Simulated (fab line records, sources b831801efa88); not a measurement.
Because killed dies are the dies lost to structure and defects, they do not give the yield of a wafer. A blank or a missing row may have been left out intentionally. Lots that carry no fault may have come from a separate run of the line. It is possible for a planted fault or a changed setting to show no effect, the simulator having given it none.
Struck lot and sound lot, side by side    flow sky130    17 steps out of a route of 708
Sound: these wafers, L687.1, L687.2, L687.3. Struck: wafers L697.2, L697.3, L697.4. At the end, the cause is stated.
At each step with rows: each side's tool, then ch and its chambers, then its first start. Under that, the readings that differ: sound wafers    struck wafers    difference of the means    sigmas: that difference in standard deviations of wafers without a fault.
alike: a reading whose means differ by less than 2 such deviations, as well as words and numbers matching on both sides. not compared: withheld readings; readings where some wafer has no value; bounds like >300 that might hide an equal value; numbers whose values overlap and for which the record gives no deviation.
Wherever a step has rows on one side only, a row that says differs or no value, or a row with sigmas, the two part there. When numbers do not overlap yet have no deviation, they are printed without sigmas and do not part them. A reading that every wafer of one side lacks parts them only if that side has two wafers or more.

first, 1 step without rows for these wafers: SKY_LDD_N_IMPLANT_15.
SKY_LDD_N_STRIP_16: strips in O2/N2.
  sound on plasmaAsher-02 ch 0,1, day 19 18:28; struck on plasmaAsher-02 ch 0,1, day 23 09:13
reading              sound              struck             difference  sigmas
oesProductAu (a.u.)  0.400 0.397 0.403  0.408 0.411 0.409  +0.009      +2
  alike: drypumpMotorCurrentA, n2FlowSccm, stripTimeToEndpointS
  not compared: rfHoursCounterH
SKY_LDD_N_TW_MEAS_17:
  struck on filmMetro-04, day 23 09:20; sound on filmMetro-03, day 19 18:34
  alike: LDD_N_TW
then, 7 steps without rows for these wafers: SKY_LDD_P_DEHYDRATE_00 (time 60 s); SKY_LDD_P_HMDS_01 (prime time 60 s); SKY_LDD_P_COAT_02 (resist thk 1140 nm); SKY_LDD_P_SOFTBAKE_03 (time 60 s); SKY_LDD_P_EXPOSE_04 (exposes mask PSDM, target cd 380 nm); SKY_LDD_P_PEB_05; SKY_LDD_P_DEVELOP_06 (develop time 60 s).
SKY_LDD_P_CD_MEAS_07: the cd target is 380 nm.
  struck on cdSem-01, day 24 13:28; sound on cdSem-01, day 21 01:02
  alike: cdNm
SKY_LDD_P_OVL_MEAS_08:
  struck on overlay-02, day 24 13:34; sound on overlay-02, day 21 01:09
  alike: LDD_P_OVL
SKY_LDD_P_IMPLANT_09:
  sound on implanter-03 ch 0, day 21 01:11; struck on implanter-03 ch 0, day 24 13:37
reading           sound                             struck                         difference  sigmas
doseIonsCm2       1.0015e+13 1.0001e+13 1.0009e+13  2.233e+12 2.238e+12 2.247e+12  -7.769e+12  -99 or more
faradayCurrentUA  54.5 57.7 54.8                    12.7 13.0 13.0                 -42.8       -39
SKY_LDD_P_STRIP_10: strips in O2/N2.
  sound on plasmaAsher-04 ch 0,1, day 21 01:20; struck on plasmaAsher-02 ch 0,1, day 24 13:45
  alike: drypumpMotorCurrentA, n2FlowSccm, oesProductAu, stripTimeToEndpointS
  not compared: rfHoursCounterH
SKY_LDD_P_TW_MEAS_11:
  struck on filmMetro-01, day 24 13:52; sound on filmMetro-01, day 21 01:26
reading   sound        struck       difference  sigmas
LDD_P_TW  648 653 654  401 403 403  -249        -48
then, 1 step without rows for these wafers: SKY_LDD_HVN_DEHYDRATE_00 (time 60 s).
-- here the record skips 25 days between the struck wafers' starts before and after, leaving off in module LDD_HVN and picking up in module PAD_OPEN (first step shown: number 708 of the route) --
SKY_PAD_OPEN_PROBE_99:
  struck on prober-02, day 49 04:37; sound on prober-02, day 46 23:46
reading                                sound                 struck                        difference  sigmas
model.etest.tipP.rsOhmSq               6676 6730 6746        2.576e+04 2.58e+04 2.613e+04  +1.918e+04  
model.etest.tipP.rsOhmSqRange          133 154.7 186         1185 991.6 1571               +1091       
model.etest.tipP.rsOhmSqRimLessCentre  -45.88 -13.78 -57.19  607.8 524.1 1082              +776.9      
model.etest.pfet_01v8.rOnOhmUm         2861 2888 2867        3231 3186 3235                +345        
model.etest.pfet_01v8.driveUaUm        194.3 189.9 196       169.6 169.9 165.6             -25.0       
model.etest.pfet_01v8_hvt.driveUaUm    145.4 143 146.4       126.1 126.4 124.2             -19.4       
model.etest.sramPfetLatch.driveUaUm    142.5 143.1 140.9     120.5 122.5 118.2             -21.8       
model.etest.pfet_01v8_mvt.driveUaUm    155.3 152.3 155.6     139.2 141 139.7               -14.4       
  alike: killed_at_M0_to_M3, killed_at_M4_up, killedAtContacts, killedAtFrontEnd, killedAtOther, killedDies, killedOpen, killedShort

== WHERE THEY PART ==
Last at SKY_LDD_P_TW_MEAS_11 as far as this record goes, first at SKY_LDD_N_STRIP_16. Later steps at which nothing parts them and some readings are alike: SKY_PAD_OPEN_PROBE_99.

WHY: what the simulator had put in
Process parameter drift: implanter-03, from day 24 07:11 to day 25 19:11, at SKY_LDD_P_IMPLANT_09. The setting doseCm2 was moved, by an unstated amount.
